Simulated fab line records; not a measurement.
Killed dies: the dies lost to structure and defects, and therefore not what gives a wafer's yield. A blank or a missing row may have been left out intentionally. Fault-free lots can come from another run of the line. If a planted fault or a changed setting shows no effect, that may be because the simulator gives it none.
The same fault as seen by 2 desks ; flow gf180mcu ; only its own numbers are on each desk; what lay behind them is given at the end

AT THE METROLOGY DESK
What the gauges read for every lot (on any tool): the sampled wafers with a number, averaged. Any lot whose mean is over 4 standard deviations away from the usual mean is out of limits and marked OUT; that distance is given in the brackets.
Columns: A = M3_OVL at GF_M3_OVL_MEAS_15, usual 2 nm
lot;first seen here;A
L644;day 21 07:30;-5
L645;day 21 15:59;4
L648;day 23 04:49;-5
L649;day 23 11:40;-2
L650;day 23 18:25;6
L651;day 24 00:34;-1
L652;day 24 09:28;8
L653;day 25 00:51;4
L656;day 26 00:24;2
L663;day 27 16:05;-10
L664;day 27 22:15;-1
L665;day 28 08:07;5
L666;day 28 12:17;4
L667;day 28 22:14;6
This desk found nothing out of limits on any of the 14 lots.

DESK OF THE TOOL OWNER: krfScanner-02
The tool's own readings at GF_V3_EXPOSE_11 (exposes mask Via3, target cd 260 nm): means of the sampled wafers that have a number, for each lot that ran on this tool. Any lot whose mean is over 4 standard deviations away from the usual mean is out of limits and marked OUT; that distance is given in the brackets.
Columns: A = exposureDoseMJCm2 at GF_V3_EXPOSE_11, usual 37.95; B = focusOffsetNm at GF_V3_EXPOSE_11, usual 0.0 nm
lot;first seen here;A;B
L644;day 21 20:56;37.97;0.3
L649;day 24 00:12;38.00;-0.4
L650;day 24 07:20;38.01;0.6
L651;day 24 15:01;37.91;0.0
This desk found nothing out of limits on any of the 4 lots.

TAKEN TOGETHER
The metrology desk saw nothing out of limits.
Nothing out of limits was seen by the tool owner's desk.

WHAT THE SIMULATOR PUT IN
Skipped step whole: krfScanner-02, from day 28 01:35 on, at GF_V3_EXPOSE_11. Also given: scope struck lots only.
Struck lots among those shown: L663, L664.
